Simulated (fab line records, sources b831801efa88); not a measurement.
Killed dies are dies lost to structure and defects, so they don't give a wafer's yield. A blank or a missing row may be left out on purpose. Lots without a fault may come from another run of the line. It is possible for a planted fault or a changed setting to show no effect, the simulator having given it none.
fab line records	flow sky130
record: lots: 11	wafers: 33	last-day: 50
route steps=708 shown CONTACT@433 METAL1@451 METAL2@495 VIA2@508 PAD_OPEN@708
lots that met no fault: from a run of the same line without faults
start-h: the number of hours between the record's first day and the start of the first shown wafer of the lot	wait-h: hours from the lot's prior step to this one	" identical to the entry in the row above	L1.1+2: a row that stands for several wafers	- either no value or no given start	* or withheld: withheld	< > ~ a bound
route shown NAME@n: names a module that has steps shown in the file, with the first one's number in the route	usual: mean/standard deviation taken from wafers without a fault	same: alike in all rows	chamber/n: place in a boat	sites: readings site by site	_std_site: the standard deviation of these	_edge_site: inner sites' mean taken away from outer sites' mean	radius-mm: for every site, how far away it sits from the centre of the wafer	mask NAME#n: copy n	behind: tool/chamber where the wafer was last shaped	hold: why the lot was held/for how many hours/how that ended	device: names the non-switching transistor (n, p or np)	end of line: the same wafers' tests at the end of the route	a step with no rows: only its recipe	killed: count of dies lost to structure and defects at first sort (not the wafer's yield)	map: a wafer's dies, x killed, . not, _ none there
set.NAME: the setting the step ran with; set.NAME@STEP: the setting that earlier step ran with	model.NAME: the simulator's own value behind a step, which no gauge read
the route's steps for a sample of lots (tables are steps, rows are wafers)
services: when a tool's chamber went out of use (start-h, in hours from the record's first day, below 0 if earlier), for how many hours, and the reason
== steps ==
step: SKY_CONTACT_CMP_27
recipe: stop-on: SiO2	t-overpolish-s: 15	down-force-psi: 3.5	platen-rpm: 60	target-thk-nm: 0	pad-velocity-m-s: 0.94248
usual: motor-current-A: 10.9/0.74	overpolish-run-s: 15.000/0.0091	retaining-ring-pressure-frac: 1.000/0.0049	time-to-endpoint-s: 82/4.8
lot.wafer	tool	chamber	start-h	wait-h	motor-current-A	overpolish-run-s	retaining-ring-pressure-frac	time-to-endpoint-s
L531.4	cmp-02	0	742.90	0.1	11.7	15.011	1.003	86
L531.3	"	1	"	"	10.5	14.988	0.988	79
L531.2	"	2	"	"	10.8	15.013	1.005	80
L532.2	cmp-02	2	749.89	0.1	10.9	14.997	0.998	83
L532.4	"	3	"	"	9.7	15.004	1.000	81
L532.5	"	2	"	"	10.4	15.005	1.002	85
L534.4	cmp-02	0	770.07	0.0	11.8	15.015	0.998	91
L534.3	"	1	"	"	10.0	14.994	1.003	86
L534.2	"	3	"	"	10.0	15.009	0.997	86
L535.3	cmp-02	0	783.96	0.0	12.2	14.997	1.004	85
L535.2	"	1	"	"	10.4	15.000	1.005	82
L535.6	"	0	"	"	12.0	14.989	1.003	86
L538.1	cmp-01	1	794.99	0.1	12.1	14.994	1.009	77
L538.3	"	3	"	"	10.9	14.995	0.997	87
L538.4	"	0	"	"	11.6	15.007	1.001	86
L540.2	cmp-02	1	815.64	0.1	9.8	15.005	0.997	81
L540.1	"	3	"	"	9.9	14.990	1.000	82
L540.5	"	1	"	"	10.3	15.004	1.000	81
L541.3	cmp-01	2	818.12	0.1	11.0	14.989	0.991	86
L541.1	"	3	"	"	11.2	14.988	1.006	90
L541.6	"	2	"	"	10.7	14.996	0.989	86
L544.3	cmp-02	1	846.27	0.1	10.0	15.011	0.999	78
L544.6	"	3	"	"	10.2	14.985	0.995	77
L544.5	"	0	"	"	12.0	15.009	1.004	85
L545.3	cmp-02	0	847.64	0.1	11.9	15.006	0.999	88
L545.2	"	2	"	"	10.4	15.016	0.999	84
L545.6	"	0	"	"	11.8	14.987	1.000	88
L549.1	cmp-01	0	883.17	0.1	12.0	15.009	1.003	91
L549.4	"	1	"	"	11.4	15.007	1.000	80
L549.6	"	3	"	"	10.6	15.006	0.997	96
L553.3	cmp-02	2	903.55	0.1	10.5	14.994	1.002	81
L553.4	"	3	"	"	10.3	14.985	1.001	75
L553.5	"	1	"	"	10.0	15.008	0.994	74
step: SKY_METAL1_DESCUM_17
recipe: chemistry: O2	source-power-w: 150	bias-power-w: 0	pressure-mtorr: 10	temp-c: 40	time-s: 8
usual: drypump-motor-current-A: 5.6/0.47	oes-product-au: 0.997/0.011	rf-fwd-power-W: 146.7/0.72
lot.wafer	tool	chamber	start-h	wait-h	drypump-motor-current-A	oes-product-au	rf-fwd-power-W	rf-hours-counter-h
L531.2	rie-metal-04	1	771.43	0.0	5.2	0.989	146.2	8
L531.3	"	1	"	"	5.2	0.996	146.3	-
L531.4	"	0	"	"	5.9	0.991	147.5	-
L532.2	rie-metal-02	0	777.87	0.0	5.3	0.989	146.4	1
L532.4	"	0	"	"	5.2	0.992	147.1	-
L532.5	"	1	"	"	6.3	1.027	146.2	-
L534.2	rie-metal-04	1	797.26	0.0	5.2	1.009	146.8	9
L534.3	"	1	"	"	5.2	1.016	146.1	-
L534.4	"	0	"	"	6.0	1.012	148.2	-
L535.2	rie-metal-02	1	811.01	0.0	6.3	1.010	145.9	10
L535.3	"	0	"	"	5.2	0.971	146.4	-
L535.6	"	0	"	"	5.2	0.975	146.7	-
L538.1	rie-metal-02	1	821.87	0.0	6.3	1.005	146.5	10
L538.3	"	0	"	"	5.2	0.989	146.2	-
L538.4	"	1	"	"	6.3	1.007	145.7	-
L540.1	rie-metal-02	0	842.02	0.0	5.2	0.976	147.2	4
L540.2	"	1	"	"	6.4	1.006	147.0	11
L540.5	"	1	"	"	6.3	1.005	145.9	-
L541.1	rie-metal-01	0	845.51	0.0	5.7	1.003	147.0	15
L541.3	"	1	"	"	5.2	0.987	146.4	-
L541.6	"	1	"	"	5.2	0.983	146.5	-
L544.3	rie-metal-04	0	872.63	0.0	5.9	1.010	148.0	-
L544.5	"	1	"	"	5.1	0.987	146.2	-
L544.6	"	0	"	"	5.9	1.005	147.5	-
L545.2	rie-metal-02	1	874.61	0.0	6.4	0.995	146.2	12
L545.3	"	1	"	"	6.4	1.009	146.3	-
L545.6	"	1	"	"	6.3	1.010	146.1	-
L549.1	rie-metal-01	1	909.54	0.0	5.2	0.991	146.5	11
L549.4	"	1	"	"	5.2	0.994	146.4	-
L549.6	"	1	"	"	5.2	0.996	146.3	-
L553.3	rie-metal-01	1	929.16	0.0	5.2	0.994	147.4	-
L553.4	"	1	"	"	5.2	0.995	146.8	-
L553.5	"	1	"	"	5.2	0.997	146.7	-
step: SKY_METAL2_EXPOSE_12
recipe: mask-id: MM2	na: 0.8	source-shape: annular	sigma-inner: 0.55	sigma-outer: 0.85	target-cd-nm: 140	dose-mj: 28
usual: exposure-dose-mJ-cm2: 28.005/0.029	focus-offset-nm: 0.0/0.49
lot.wafer	tool	chamber	start-h	wait-h	mask	exposure-dose-mJ-cm2	focus-offset-nm
L531.2	krf-scanner-01	0	815.68	-	MM2#0	28.019	0.2
L531.3	"	0	"	"	MM2#0	28.052	0.3
L531.4	"	0	"	"	MM2#0	28.061	-0.4
L532.2	krf-scanner-02	0	820.62	-	MM2#0	27.973	-0.2
L532.4	"	0	"	"	MM2#0	28.016	0.1
L532.5	"	0	"	"	MM2#0	27.987	-0.3
L534.2	krf-scanner-02	0	839.98	-	MM2#0	27.987	0.1
L534.3	"	0	"	"	MM2#0	27.997	-0.1
L534.4	"	0	"	"	MM2#0	27.997	0.0
L535.2	krf-scanner-02	0	853.85	-	MM2#0	28.001	0.3
L535.3	"	0	"	"	MM2#0	28.007	-0.1
L535.6	"	0	"	"	MM2#0	27.990	-0.4
L538.1	krf-scanner-01	0	864.08	-	MM2#0	28.022	0.5
L538.3	"	0	"	"	MM2#0	27.956	0.4
L538.4	"	0	"	"	MM2#0	28.001	-0.5
L540.1	krf-scanner-01	0	883.50	-	MM2#0	28.079	0.6
L540.2	"	0	"	"	MM2#0	28.037	-0.1
L540.5	"	0	"	"	MM2#0	28.054	-0.6
L541.1	krf-scanner-01	0	887.01	-	MM2#0	28.635	-0.7
L541.3	"	0	"	"	MM2#0	28.594	-0.3
L541.6	"	0	"	"	MM2#0	28.546	0.2
L544.3	krf-scanner-02	0	913.50	-	MM2#0	28.016	0.1
L544.5	"	0	"	"	MM2#0	28.055	0.0
L544.6	"	0	"	"	MM2#0	28.028	0.2
L545.2	krf-scanner-01	0	916.28	-	MM2#0	28.485	-0.2
L545.3	"	0	"	"	MM2#0	28.504	-0.1
L545.6	"	0	"	"	MM2#0	28.494	0.0
L549.1	krf-scanner-02	0	950.68	-	MM2#0	28.007	0.5
L549.4	"	0	"	"	MM2#0	27.925	-0.4
L549.6	"	0	"	"	MM2#0	27.990	-0.3
L553.3	krf-scanner-02	0	969.39	-	MM2#0	28.031	0.8
L553.4	"	0	"	"	MM2#0	28.006	0.9
L553.5	"	0	"	"	MM2#0	28.014	-0.3
step: SKY_VIA2_THK_MEAS_01
recipe: reads: SiO2_of_VIA2_HDPCVD_00
usual: VIA2_HDPCVD_THK: 1176/14
lot.wafer	tool	chamber	start-h	wait-h	VIA2_HDPCVD_THK[nm]
L531.2	film-metro-03	-	829.29	0.1	1184
L531.3	"	-	"	"	1186
L531.4	"	-	"	"	1180
L532.2	film-metro-01	-	834.52	0.1	1186
L532.4	"	-	"	"	1188
L532.5	"	-	"	"	1164
L534.2	film-metro-03	-	854.73	0.1	1190
L534.3	"	-	"	"	1173
L534.4	"	-	"	"	1172
L535.2	film-metro-03	-	867.75	0.1	1193
L535.3	"	-	"	"	1178
L535.6	"	-	"	"	1180
L538.1	film-metro-04	-	878.39	0.1	1183
L538.3	"	-	"	"	1159
L538.4	"	-	"	"	1189
L540.1	film-metro-01	-	897.50	0.1	1172
L540.2	"	-	"	"	1175
L540.5	"	-	"	"	1173
L541.1	film-metro-01	-	900.80	0.1	1181
L541.3	"	-	"	"	1191
L541.6	"	-	"	"	1196
L544.3	film-metro-04	-	927.49	0.1	1197
L544.5	"	-	"	"	1173
L544.6	"	-	"	"	1206
L545.2	film-metro-04	-	929.50	0.1	1160
L545.3	"	-	"	"	1163
L545.6	"	-	"	"	1176
L549.1	film-metro-04	-	963.14	0.1	1169
L549.4	"	-	"	"	1169
L549.6	"	-	"	"	1165
L553.3	film-metro-01	-	981.99	0.1	1178
L553.4	"	-	"	"	1165
L553.5	"	-	"	"	1192
step: SKY_PAD_OPEN_PROBE_99
usual: defect-limited-yield: 82.2/2	killed_at_M0_to_M3: 45/7.2	killed_at_M4_up: 3.0/1.8	killed-at-contacts: 25/6.1	killed-at-front-end: 14/4.4	killed-at-other: 0.2/0.44	killed-dies: 88/10	killed-open: 48/7.4	killed-short: 40/6.3	sort_bin_3_pad_short: 0.9/0.41	sort_bin_5_function: 10.6/1.5	sort_bin_6_memory: 6.4/1.2	sort-n-pass: 404/10	sort-yield-pct: 82.2/2
same: gross-dies: 492	killed-at-back-side: 0	sort_bin_4_leakage[%]: 0	sort_bin_8_speed[%]: 0
lot.wafer	tool	chamber	start-h	wait-h	defect-limited-yield[%]	killed_at_M0_to_M3	killed_at_M4_up	killed-at-contacts	killed-at-front-end	killed-at-other	killed-dies	killed-open	killed-short	sort_bin_3_pad_short[%]	sort_bin_5_function[%]	sort_bin_6_memory[%]	sort-n-pass	sort-yield-pct[%]
L544.3	prober-01	-	1160.33	0.2	83.5	40	2	18	21	0	81	40	41	1.0	11.4	4.1	411	83.5
L544.5	prober-01	-	1160.43	0.2	80.9	46	3	32	13	0	94	50	44	0.4	11.4	7.3	398	80.9
L544.6	prober-01	-	1160.48	0.2	83.9	43	3	24	8	1	79	44	35	0.4	9.6	6.1	413	83.9
L545.2	prober-02	-	1160.95	0.1	81.3	47	2	28	14	1	92	54	38	0.2	12.0	6.5	400	81.3
L545.3	prober-02	-	1161.00	0.2	85.4	42	0	14	15	1	72	37	35	0.8	8.1	5.7	420	85.4
L545.6	prober-02	-	1161.15	0.2	81.3	52	3	30	7	0	92	56	36	1.4	9.8	7.5	400	81.3
killed by level:class
L544.3 METAL1:geometric-particle:short=11 VIA1:geometric-particle:open=10 FIELD_ISO:geometric-particle:open=9 CONTACT:geometric-particle:open=7 VIA3:geometric-particle:open=7 FIELD_ISO:geometric-particle:short=5 CONTACT:geometric-particle:short=5 LI_CONTACT:geometric-particle:short=4
L544.5 CONTACT:geometric-particle:open=13 VIA1:geometric-particle:open=10 VIA3:geometric-particle:open=8 LI_CONTACT:geometric-particle:open=6 CONTACT:geometric-particle:short=6 VIA2:geometric-particle:open=6 LOCAL_INTERCONNECT:geometric-particle:short=5 METAL2:geometric-particle:short=5
L544.6 VIA2:geometric-particle:open=10 VIA1:geometric-particle:open=9 CONTACT:geometric-particle:open=8 LI_CONTACT:geometric-particle:open=5 LOCAL_INTERCONNECT:geometric-particle:short=5 VIA1:geometric-particle:short=5 VIA3:geometric-particle:open=5 FIELD_ISO:geometric-particle:open=4
L545.2 CONTACT:geometric-particle:open=11 VIA1:geometric-particle:open=10 VIA2:geometric-particle:open=10 VIA1:geometric-particle:short=8 CONTACT:geometric-particle:short=7 LI_CONTACT:geometric-particle:open=5 VIA3:geometric-particle:open=5 SPACER:geometric-particle:open=4
L545.3 VIA1:geometric-particle:open=10 VIA3:geometric-particle:open=7 LI_CONTACT:geometric-particle:open=5 VIA1:geometric-particle:short=5 FIELD_ISO:geometric-particle:short=4 FIELD_ISO:geometric-particle:open=4 POLY_GATE:geometric-particle:short=4 LOCAL_INTERCONNECT:geometric-particle:short=4
L545.6 VIA1:geometric-particle:open=16 CONTACT:geometric-particle:open=11 METAL2:geometric-particle:short=7 VIA3:geometric-particle:open=7 CONTACT:geometric-particle:short=6 LI_CONTACT:geometric-particle:open=6 VIA3:geometric-particle:short=5 FIELD_ISO:geometric-particle:open=4
== services ==
tool	chamber	start-h	hours	kind
cmp-02	-	734.35	2.3	repair
krf-scanner-01	-	736.20	1.0	pm
krf-scanner-01	-	754.55	0.4	repair
cmp-02	-	757.66	2.5	repair
krf-scanner-02	-	768.51	2.9	repair
krf-scanner-02	-	780.48	0.8	pm
krf-scanner-02	-	794.77	1.0	pm
krf-scanner-02	-	795.77	3.6	pm
cmp-02	-	802.76	1.7	repair
cmp-02	-	828.17	1.4	repair
krf-scanner-01	-	844.57	3.6	pm
krf-scanner-01	-	851.53	0.8	pm
cmp-02	-	851.60	0.7	repair
krf-scanner-02	-	858.39	1.3	pm
cmp-02	-	858.47	3.0	repair
krf-scanner-01	-	872.03	1.3	pm
cmp-02	-	892.93	1.1	repair
cmp-02	-	908.36	23.6	pm
krf-scanner-02	-	930.66	3.8	repair
cmp-02	-	931.98	4.0	pm
cmp-02	-	933.40	19.3	repair
cmp-02	-	943.21	4.9	repair
krf-scanner-02	-	949.30	0.8	pm
krf-scanner-02	-	963.77	1.0	pm
== key ==
first-sign: step: SKY_METAL2_EXPOSE_12	reading: exposure-dose-mJ-cm2	direction: up	sigmas: 18	usual: *	struck: *
effect none on later readings
met-at SKY_METAL2_EXPOSE_12
struck-lots L541,L545
loop-trim: step: SKY_METAL2_EXPOSE_12	setting: dose	lots: L545
not-acting-at SKY_CONTACT_CMP_27,SKY_METAL1_DESCUM_17,SKY_VIA2_THK_MEAS_01
onset-between 883.50 887.01
fault: kind: process-parameter-drift	tool: krf-scanner-01	chamber: -	onset-h: 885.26	steps: SKY_METAL2_EXPOSE_12	channel: dose-mj	offset: 0.58924	shape: step	acts-in: these-recipes-only	stated: 28
loop-trim: a control loop set the setting to another value than it would have without faults
